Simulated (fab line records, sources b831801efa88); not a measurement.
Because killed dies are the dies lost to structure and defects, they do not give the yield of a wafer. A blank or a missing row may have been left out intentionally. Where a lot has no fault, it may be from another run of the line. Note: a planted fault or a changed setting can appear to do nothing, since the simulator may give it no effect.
Check for tools in common || flow gf180mcu || 12 lots, 36 wafers sampled

## REASON FOR OPENING
At GF_HV_LDD_CD_MEAS_19 the reading cd nm is flagged on 2 of 12 lots. Wafers without a fault read 400.3 nm, standard deviation 2.6.
Rule: a lot gets a flag if all its wafers with a number sit over 4 standard deviations from that mean, or if no wafer of it has a number. All remaining lots are regarded as sound.

{"lot": "L663", "measured": "day 10 16:23", "on": "cd sem-01", "cd nm (nm), wafer by wafer": "400.6 402.0 399.5", "flag": ""}
{"lot": "L664", "measured": "day 11 00:41", "on": "cd sem-02", "cd nm (nm), wafer by wafer": "399.2 400.1 398.8", "flag": ""}
{"lot": "L665", "measured": "day 11 04:43", "on": "cd sem-01", "cd nm (nm), wafer by wafer": "397.9 399.6 396.8", "flag": ""}
{"lot": "L666", "measured": "day 11 11:38", "on": "cd sem-01", "cd nm (nm), wafer by wafer": "399.0 400.1 399.4", "flag": ""}
{"lot": "L667", "measured": "day 12 01:14", "on": "cd sem-01", "cd nm (nm), wafer by wafer": "402.6 403.1 402.6", "flag": ""}
{"lot": "L668", "measured": "day 12 06:29", "on": "cd sem-01", "cd nm (nm), wafer by wafer": "396.4 398.5 398.5", "flag": ""}
{"lot": "L669", "measured": "day 12 14:59", "on": "cd sem-02", "cd nm (nm), wafer by wafer": "400.3 402.7 403.7", "flag": ""}
{"lot": "L672", "measured": "day 13 17:09", "on": "cd sem-01", "cd nm (nm), wafer by wafer": "416.1 414.8 415.6", "flag": "FLAGGED"}
{"lot": "L674", "measured": "day 14 07:34", "on": "cd sem-02", "cd nm (nm), wafer by wafer": "414.8 413.0 414.2", "flag": "FLAGGED"}
{"lot": "L677", "measured": "day 15 05:04", "on": "cd sem-01", "cd nm (nm), wafer by wafer": "397.1 398.6 395.5", "flag": ""}
{"lot": "L680", "measured": "day 16 01:13", "on": "cd sem-01", "cd nm (nm), wafer by wafer": "399.6 400.6 402.8", "flag": ""}
{"lot": "L682", "measured": "day 16 19:38", "on": "cd sem-01", "cd nm (nm), wafer by wafer": "401.5 402.4 400.1", "flag": ""}
The numbers of the flagged lots are 414.8 nm on average: +14.4 nm against the usual, or +6 standard deviations.

## EACH LOT AND THE TOOL IT RAN ON
The record keeps 1 process step preceding the reading, out of 602 steps on the route. Each cell gives the tool, then ch followed by the chambers the sampled wafers passed through, then the start.
{"lot": "L663", "flag": "", "GF_HV_LDD_EXPOSE_16": "iline stepper-02 ch 0, day 10 07:07"}
{"lot": "L664", "flag": "", "GF_HV_LDD_EXPOSE_16": "iline stepper-01 ch 0, day 10 16:04"}
{"lot": "L665", "flag": "", "GF_HV_LDD_EXPOSE_16": "iline stepper-02 ch 0, day 10 20:10"}
{"lot": "L666", "flag": "", "GF_HV_LDD_EXPOSE_16": "iline stepper-02 ch 0, day 11 02:20"}
{"lot": "L667", "flag": "", "GF_HV_LDD_EXPOSE_16": "iline stepper-02 ch 0, day 11 15:59"}
{"lot": "L668", "flag": "", "GF_HV_LDD_EXPOSE_16": "iline stepper-01 ch 0, day 11 20:49"}
{"lot": "L669", "flag": "", "GF_HV_LDD_EXPOSE_16": "iline stepper-02 ch 0, day 12 05:22"}
{"lot": "L672", "flag": "FLAGGED", "GF_HV_LDD_EXPOSE_16": "iline stepper-01 ch 0, day 13 07:31"}
{"lot": "L674", "flag": "FLAGGED", "GF_HV_LDD_EXPOSE_16": "iline stepper-01 ch 0, day 13 21:27"}
{"lot": "L677", "flag": "", "GF_HV_LDD_EXPOSE_16": "iline stepper-02 ch 0, day 14 19:01"}
{"lot": "L680", "flag": "", "GF_HV_LDD_EXPOSE_16": "iline stepper-02 ch 0, day 15 14:34"}
{"lot": "L682", "flag": "", "GF_HV_LDD_EXPOSE_16": "iline stepper-02 ch 0, day 16 08:37"}
What is done by these steps:
- GF_HV_LDD_EXPOSE_16: exposes mask Pplus LV AREA, target cd 400 nm.
- GF_HV_LDD_CD_MEAS_19: target cd 400 nm.

## FLAGGED OVER TOTAL, TOOL BY TOOL (the gauges that took the reading come last)
{"step": "GF_HV_LDD_EXPOSE_16", "tool": "iline stepper-01", "lots run": 4, "flagged": 2, "share of the flagged lots": "all", "sound lots run after its first flagged lot": 0}
{"step": "GF_HV_LDD_EXPOSE_16", "tool": "iline stepper-02", "lots run": 8, "flagged": 0, "share of the flagged lots": "none", "sound lots run after its first flagged lot": "-"}
{"step": "GF_HV_LDD_CD_MEAS_19", "tool": "cd sem-01", "lots run": 9, "flagged": 1, "share of the flagged lots": "some", "sound lots run after its first flagged lot": "3 (L677,L680,L682)"}
{"step": "GF_HV_LDD_CD_MEAS_19", "tool": "cd sem-02", "lots run": 3, "flagged": 1, "share of the flagged lots": "some", "sound lots run after its first flagged lot": 0}

## WHAT THE TABLE PERMITS
1 row of the table ran every flagged lot: iline stepper-01 at GF_HV_LDD_EXPOSE_16.
- iline stepper-01 at GF_HV_LDD_EXPOSE_16: 2 of its 4 lots flagged. It ran its last sound lot, L668, at day 11 20:49 and its first flagged lot, L672, at day 13 07:31: a fault with its onset between the two fits. Its own readings lie more than 4 standard deviations out on every wafer of the flagged lots: exposure dose mJ cm2.
Just one tool remains: iline stepper-01 at GF_HV_LDD_EXPOSE_16.

## WHAT HAD BEEN PUT IN BY THE SIMULATOR
Process parameters drifting: iline stepper-01 at GF_HV_LDD_EXPOSE_16, beginning at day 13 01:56. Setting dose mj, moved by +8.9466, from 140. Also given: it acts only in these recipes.
Lots struck among those shown: L672, L674. The same result came from the rule above.
